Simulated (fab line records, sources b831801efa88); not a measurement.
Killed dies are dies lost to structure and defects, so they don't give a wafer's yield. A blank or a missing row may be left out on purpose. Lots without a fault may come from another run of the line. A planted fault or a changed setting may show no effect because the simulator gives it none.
A struck lot beside a sound one | flow sky130 | 15 steps out of a route of 708
Sound: wafers L313.3, L313.4, L313.6. Struck: wafer L323.3. (L323.2, L323.4 of the same lot were not struck and are left out.) The cause comes at the end.
At each step with rows: each side's tool, then ch and its chambers, then its first start. Under that, the readings that differ: sound wafers | struck wafers | difference of the means | sigmas: that difference in standard deviations of wafers without a fault.
alike: readings whose means differ by less than 2 such deviations, and words and numbers that are the same on both sides. not compared: withheld readings, readings that some wafer has no value for, bounds like >300 that may hide the same value, and numbers for which the record gives no deviation and whose values overlap.
The two part at a step that has a row with sigmas, a row that says differs or no value, or rows on one side only. Numbers that don't overlap but have no deviation are shown without sigmas and don't part them. A reading that every wafer of one side lacks parts them only if that side has two wafers or more.

SKY_VIA1_BOW_MEAS_03:
  sound on film_metro-04, day 35 10:44; struck on film_metro-04, day 38 08:53
  alike: VIA1_BOW
then, 8 steps without rows for these wafers: SKY_VIA1_DEHYDRATE_04 (time 60 s); SKY_VIA1_HMDS_05 (prime time 60 s); SKY_VIA1_COAT_06 (resist thk 60 nm); SKY_VIA1_COAT_07 (resist thk 450 nm); SKY_VIA1_SOFTBAKE_08 (time 90 s); SKY_VIA1_EXPOSE_09 (exposes mask VIM, target cd 150 nm); SKY_VIA1_PEB_10; SKY_VIA1_DEVELOP_11 (develop time 60 s).
SKY_VIA1_CD_MEAS_12: target cd 150 nm.
  sound on cd_sem-02, day 36 12:55; struck on cd_sem-02, day 39 10:01
  alike: cd_nm
SKY_VIA1_OVL_MEAS_13:
  sound on overlay-01, day 36 13:00; struck on overlay-01, day 39 10:07
  alike: VIA1_OVL
SKY_VIA1_ETCH_14: etches BARC in N2/H2, stops on SiO2, time 45.9 s, target depth 60 nm.
  sound on rie_diel-01 ch 0,1,3, day 36 13:02; struck on rie_diel-01 ch 2, day 39 10:09
  alike: drypump_motor_current_A, oes_product_au, rf_fwd_power_W, throttle_valve_pct
  not compared: rf_hours_counter_h
SKY_VIA1_ETCH_15: etches SiO2 in C4F8/O2/Ar, stops on TiN, target depth 351 nm, time 54 s.
  sound on rie_diel-01 ch 0,1,3, day 36 13:04; struck on rie_diel-01 ch 2, day 39 10:11
  reading                                     | sound             | struck | difference | sigmas
  oes_product_au (a.u.)                       | 0.981 0.970 0.970 | 0.953  | -0.021     | -4
  rf_fwd_power_W (W)                          | 1483 1491 1489    | 1252   | -236       | -41
  model.VIA1.feature_depth_nm (nm)            | 344.7 343.6 344.4 | 323.7  | -20.5      |
  model.etch.depth_nm (nm)                    | 344.7 343.6 344.4 | 323.7  | -20.5      |
  model.KrF-thick_of_VIA1_COAT_07.thk_nm (nm) | 322.5 324.6 324.1 | 328.4  | +4.7       |
  not compared: rf_hours_counter_h
SKY_VIA1_STRIP_16: strips in O2/N2.
  sound on plasma_asher-04 ch 0,1, day 36 13:09; struck on plasma_asher-03 ch 1, day 39 10:14
  reading                      | sound             | struck | difference | sigmas
  strip_time_to_endpoint_s (s) | 4.451 4.459 4.473 | 4.506  | +0.045     | +2
  alike: drypump_motor_current_A, oes_product_au
  not compared: rf_hours_counter_h
-- the record jumps here: 10 days lie between the struck wafers' starts before and after (it left off in module VIA1 and takes up again in module PAD_OPEN, whose first step shown is number 708 of the route) --
SKY_PAD_OPEN_PROBE_99:
  sound on prober-01, day 47 19:49; struck on prober-01, day 49 22:04
  reading                               | sound             | struck   | difference | sigmas
  model.etest.tester.sort_n_pass        | 406 403 417       | 278      | -131       |
  model.etest.tester.sort_yield_pct (%) | 82.52 81.91 84.76 | 56.5     | -26.6      |
  model.etest.tester.sort_bin_5_pct (%) | 11.79 12.2 8.537  | 36.18    | +25.34     |
  model.etest.via1_chain.rc_ohm         | 14.85 16.16 15.5  | 30.13    | +14.63     |
  model.etest.tester.sort_bin_8_pct (%) | 0 0 0             | 5.81e-06 | +5.81e-06  |
  alike: defect_limited_yield, killed_at_M0_to_M3, killed_at_M4_up, killed_at_contacts, killed_at_front_end, killed_at_other, killed_dies, killed_open, killed_short

WHERE THEY PART
First at SKY_VIA1_ETCH_15; last, within this record, at SKY_VIA1_STRIP_16. Later steps at which nothing parts them and some readings are alike: SKY_PAD_OPEN_PROBE_99.

WHY: what the simulator had put in
Process parameter drift: rie_diel-01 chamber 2, from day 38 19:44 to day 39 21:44, at SKY_VIA1_ETCH_15. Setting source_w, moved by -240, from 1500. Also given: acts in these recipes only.
